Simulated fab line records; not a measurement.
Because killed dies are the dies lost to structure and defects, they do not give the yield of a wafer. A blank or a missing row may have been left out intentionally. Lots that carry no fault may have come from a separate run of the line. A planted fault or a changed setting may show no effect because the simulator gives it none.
A lot that was struck, set against a sound lot | flow sky130 | 44 out of 708 route steps
Sound: the wafers L263.1, L263.2, L263.6. Wafers struck: L275.1, L275.4, L275.6. Last of all comes the cause.
For every step that has rows: the tool of each side, followed by ch and its chambers, followed by its first start. Under that, the readings that differ: sound wafers | struck wafers | difference of the means | sigmas: that difference in standard deviations of wafers without a fault.
alike: readings whose means differ by less than 2 such deviations, and words and numbers that are the same on both sides. not compared: withheld readings, readings that some wafer has no value for, bounds like >300 that may hide the same value, and numbers for which the record gives no deviation and whose values overlap.
Wherever a step has rows on one side only, a row that says differs or no value, or a row with sigmas, the two part there. Non-overlapping numbers with no deviation appear without sigmas and do not part them. Lack of a reading on every wafer of one side parts them only where that side has two or more wafers.

first, 2 steps without rows for these wafers: SKY_DNWELL_DEVELOP_06 (develop time 60 s); SKY_DNWELL_IMPLANT_07.
SKY_DNWELL_STRIP_08: strips in O2/N2.
  sound on plasmaAsher-04 ch 0,1, day 5 00:34; struck on plasmaAsher-04 ch 0,1, day 7 14:08
  alike: drypumpMotorCurrentA, oesProductAu, stripTimeToEndpointS
  not compared: rfHoursCounterH
SKY_DNWELL_TW_MEAS_09:
  sound on filmMetro-02 at day 5 00:40; struck on filmMetro-01 at day 7 14:14
reading   | sound          | struck         | difference | sigmas
DNWELL_TW | 1108 1099 1106 | 1130 1131 1127 | +25        | +4
then, 7 steps without rows for these wafers: SKY_PWDE_DEHYDRATE_00 (time 60 s); SKY_PWDE_HMDS_01 (prime time 60 s); SKY_PWDE_COAT_02 (resist thk 3000 nm); SKY_PWDE_SOFTBAKE_03; SKY_PWDE_EXPOSE_04 (exposes mask PWDEM, target cd 840 nm); SKY_PWDE_PEB_05; SKY_PWDE_DEVELOP_06 (develop time 60 s).
SKY_PWDE_OVL_MEAS_07:
  sound on overlay-01 at day 5 17:59; struck on overlay-02 at day 8 09:46
  alike: PWDE_OVL
SKY_PWDE_IMPLANT_08:
  sound on implanter-01 ch 0, day 5 18:01; struck on implanter-01 ch 0, day 8 09:47
reading          | sound                         | struck                        | difference | sigmas
doseIonsCm2      | 3.607e+12 3.604e+12 3.602e+12 | 3.946e+12 3.942e+12 3.947e+12 | +3.407e+11 | +92
faradayCurrentUA | 20.6 20.2 20.3                | 22.1 22.0 22.6                | +1.9       | +4
SKY_PWDE_STRIP_09: strips in O2/N2.
  sound on plasmaAsher-04 ch 0,1, day 5 18:10; struck on plasmaAsher-02 ch 0,1, day 8 09:56
reading                  | sound             | struck            | difference | sigmas
stripTimeToEndpointS (s) | 36.59 36.60 36.53 | 37.00 37.00 36.93 | +0.40      | +4
  alike: drypumpMotorCurrentA, oesProductAu
  not compared: rfHoursCounterH
SKY_PWDE_TW_MEAS_10:
  sound on filmMetro-01 at day 5 18:16; struck on filmMetro-04 at day 8 10:02
reading | sound             | struck            | difference | sigmas
PWDE_TW | 377.4 376.7 377.1 | 387.8 384.0 388.0 | +9.5       | +5
then, 7 steps without rows for these wafers: SKY_NWELL_DEHYDRATE_03 (time 60 s); SKY_NWELL_HMDS_04 (prime time 60 s); SKY_NWELL_COAT_05 (resist thk 3000 nm); SKY_NWELL_SOFTBAKE_06; SKY_NWELL_EXPOSE_07 (exposes mask NWM, target cd 840 nm); SKY_NWELL_PEB_08; SKY_NWELL_DEVELOP_09 (develop time 60 s).
SKY_NWELL_OVL_MEAS_10:
  sound on overlay-02 at day 6 12:10; struck on overlay-02 at day 9 07:04
  alike: NWELL_00_OVL
then, 3 steps without rows for these wafers: SKY_NWELL_IMPLANT_11; SKY_NWELL_IMPLANT_12; SKY_NWELL_IMPLANT_13.
SKY_NWELL_STRIP_14: strips in O2/N2.
  sound on plasmaAsher-03 ch 0,1, day 6 12:38; struck on plasmaAsher-01 ch 0,1, day 9 07:32
reading             | sound             | struck            | difference | sigmas
oesProductAu (a.u.) | 0.716 0.718 0.716 | 0.725 0.729 0.731 | +0.012     | +2
  alike: drypumpMotorCurrentA, stripTimeToEndpointS
  not compared: rfHoursCounterH
SKY_NWELL_TW_MEAS_15:
  sound on filmMetro-01 at day 6 12:44; struck on filmMetro-04 at day 9 07:38
  alike: NWELL_TW
then, 7 steps without rows for these wafers: SKY_NWELL_DEHYDRATE_16 (time 60 s); SKY_NWELL_HMDS_17 (prime time 60 s); SKY_NWELL_COAT_18 (resist thk 3000 nm); SKY_NWELL_SOFTBAKE_19; SKY_NWELL_EXPOSE_20 (exposes mask NWM COMPLEMENT, target cd 840 nm); SKY_NWELL_PEB_21; SKY_NWELL_DEVELOP_22 (develop time 60 s).
SKY_NWELL_OVL_MEAS_23:
  sound on overlay-01 at day 7 07:55; struck on overlay-02 at day 10 05:31
  alike: NWELL_01_OVL
then, 1 step without rows for these wafers: SKY_NWELL_IMPLANT_24.
SKY_NWELL_STRIP_25: strips in O2/N2.
  sound on plasmaAsher-03 ch 0,1, day 7 08:05; struck on plasmaAsher-02 ch 0,1, day 10 05:41
  alike: drypumpMotorCurrentA, oesProductAu, stripTimeToEndpointS
  not compared: rfHoursCounterH
SKY_NWELL_TW_MEAS_26:
  sound on filmMetro-02 at day 7 08:11; struck on filmMetro-04 at day 10 05:47
  alike: NWELL_2_TW
then, 1 step without rows for these wafers: SKY_NWELL_CLEAN_27 (cleans in SC1/SC2, time 150 s).
SKY_NWELL_RTA_28: time 30 s.
  sound on rtpAnneal-01 ch 0, day 7 08:18; struck on rtpAnneal-02 ch 0, day 10 05:55
  alike: chamberO2Ppm, lampPowerPct, wafer_temp_C_max
SKY_NWELL_RS_MEAS_29: a four-point-probe measurement.
  sound on filmMetro-01 at day 7 08:24; struck on filmMetro-02 at day 10 06:01
  alike: NWELL_RS
SKY_NWELL_RS_MEAS_31: a four-point-probe measurement.
  sound on filmMetro-01 at day 7 08:38; struck on filmMetro-02 at day 10 06:15
reading          | sound          | struck         | difference | sigmas
PWDE_RS (ohm/sq) | 5310 5306 5294 | 4890 4887 4896 | -412       | -19
-- the record jumps here: 40 days lie between the struck wafers' starts before and after (it left off in module NWELL and takes up again in module PAD_OPEN, whose first step shown is number 708 of the route) --
SKY_PAD_OPEN_PROBE_99:
  sound on prober-01 at day 48 01:43; struck on prober-01 at day 50 11:11
reading                               | sound                         | struck                        | difference | sigmas
model.etest.res_p_drift_20v.lineOhmUm | 1.222e+04 1.168e+04 1.156e+04 | 1.069e+04 1.047e+04 1.098e+04 | -1.107e+03 | 
model.etest.res_p_drift_20v.rsOhmSq   | 1.015e+04 9858 9886           | 9077 9016 9220                | -860       | 
model.etest.resPwdeUnderGate.rsOhmSq  | 6175 6195 6166                | 5680 5698 5657                | -500       | 
  alike: killed_at_M0_to_M3, killed_at_M4_up, killedAtContacts, killedAtFrontEnd, killedAtOther, killedDies, killedOpen, killedShort

== WHERE THEY PART ==
First at SKY_DNWELL_TW_MEAS_09; last, within this record, at SKY_NWELL_RS_MEAS_31. Later steps at which nothing parts them and some readings are alike: SKY_PAD_OPEN_PROBE_99.

WHY: what had been put in by the simulator
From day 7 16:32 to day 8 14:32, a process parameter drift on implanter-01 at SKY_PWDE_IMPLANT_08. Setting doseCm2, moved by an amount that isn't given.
